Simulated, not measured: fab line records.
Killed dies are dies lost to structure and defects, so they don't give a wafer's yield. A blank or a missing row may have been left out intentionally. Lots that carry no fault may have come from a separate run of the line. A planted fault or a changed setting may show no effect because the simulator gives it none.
Chamber matching :: flow sfq-line :: 3 sister chambers for SFQ_TRILAYER_I0_DEP_PECVD_027 on pecvd-03
The step deposits SiO2 from SiH4/N2O, time 111.11 s, target thk 500 nm. 14 wafers are shown with their chamber, then 7 later ones without.

== WAFERS PAIRED WITH THEIR CHAMBERS ==
wafer: L502.2
chamber: 0
heater-power-w (W): 120
throttle-valve-pct (%): 24.5
run-length-s (s): 139.4

wafer: L502.5
chamber: 1
heater-power-w (W): 94
throttle-valve-pct (%): 25.5
run-length-s (s): 139.2

wafer: L502.6
chamber: 2
heater-power-w (W): 85
throttle-valve-pct (%): 25.0
run-length-s (s): 138.3

wafer: L506.3
chamber: 0
heater-power-w (W): 121
throttle-valve-pct (%): 24.8
run-length-s (s): 139.2

wafer: L506.5
chamber: 0
heater-power-w (W): 124
throttle-valve-pct (%): 24.6
run-length-s (s): 139.4

wafer: L506.6
chamber: 2
heater-power-w (W): 98
throttle-valve-pct (%): 25.1
run-length-s (s): 138.5

wafer: L510.2
chamber: 0
heater-power-w (W): 124
throttle-valve-pct (%): 24.8
run-length-s (s): 139.1

wafer: L510.5
chamber: 0
heater-power-w (W): 107
throttle-valve-pct (%): 24.6
run-length-s (s): 139.4

wafer: L510.6
chamber: 1
heater-power-w (W): 91
throttle-valve-pct (%): 25.8
run-length-s (s): 138.8

wafer: L516.2
chamber: 2
heater-power-w (W): 96
throttle-valve-pct (%): 25.4
run-length-s (s): 138.0

wafer: L516.3
chamber: 2
heater-power-w (W): 97
throttle-valve-pct (%): 25.4
run-length-s (s): 138.6

wafer: L516.4
chamber: 1
heater-power-w (W): 99
throttle-valve-pct (%): 26.0
run-length-s (s): 138.5

wafer: L522.1
chamber: 0
heater-power-w (W): 122
throttle-valve-pct (%): 24.9
run-length-s (s): 139.8

wafer: L522.2
chamber: 2
heater-power-w (W): 91
throttle-valve-pct (%): 25.6
run-length-s (s): 138.0

SIGNATURES (means of the wafers above)
reading: heater-power-w
chamber 0: 119.67
chamber 1: 94.67
chamber 2: 93.40
scatter within a chamber: 5.68

reading: throttle-valve-pct
chamber 0: 24.700
chamber 1: 25.767
chamber 2: 25.300
scatter within a chamber: 0.21

reading: run-length-s
chamber 0: 139.383
chamber 1: 138.833
chamber 2: 138.280
scatter within a chamber: 0.277
Rule: for a wafer and a chamber, the distance is found by dividing, reading by reading, the gap between the wafer's reading and the chamber's mean by the reading's scatter, squaring, summing and taking the root. If the next closest chamber is less than 2 further off than the closest, the wafer can't be placed; otherwise it belongs to the closest. The scatter: take each reading less its chamber's mean, square it, sum over the shown wafers, divide by the number of wafers less the number of chambers, and take the root.

== WAFERS WHOSE CHAMBER IS MISSING ==
wafer: L522.3
heater-power-w (W): 92
throttle-valve-pct (%): 26.1
run-length-s (s): 139.2

wafer: L523.1
heater-power-w (W): 122
throttle-valve-pct (%): 25.1
run-length-s (s): 139.6

wafer: L523.2
heater-power-w (W): 98
throttle-valve-pct (%): 25.8
run-length-s (s): 138.9

wafer: L523.4
heater-power-w (W): 106
throttle-valve-pct (%): 24.9
run-length-s (s): 139.1

wafer: L525.1
heater-power-w (W): 119
throttle-valve-pct (%): 25.1
run-length-s (s): 139.2

wafer: L525.4
heater-power-w (W): 123
throttle-valve-pct (%): 25.2
run-length-s (s): 139.1

wafer: L525.5
heater-power-w (W): 90
throttle-valve-pct (%): 25.7
run-length-s (s): 139.0

== EACH ONE'S CHAMBER ==
wafer: L522.3
from the rows above: 1
in truth: 1

wafer: L523.1
from the rows above: 0
in truth: 0

wafer: L523.2
from the rows above: 1
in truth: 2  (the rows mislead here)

wafer: L523.4
from the rows above: can't be placed: 0 or 2 or 1
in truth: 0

wafer: L525.1
from the rows above: 0
in truth: 0

wafer: L525.4
from the rows above: 0
in truth: 0

wafer: L525.5
from the rows above: 1
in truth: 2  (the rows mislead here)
Correct placement for 4 of the 7. From these rows, 1 cannot be placed; in 1 the true chamber is one of the candidates. Placed wrongly: 2.
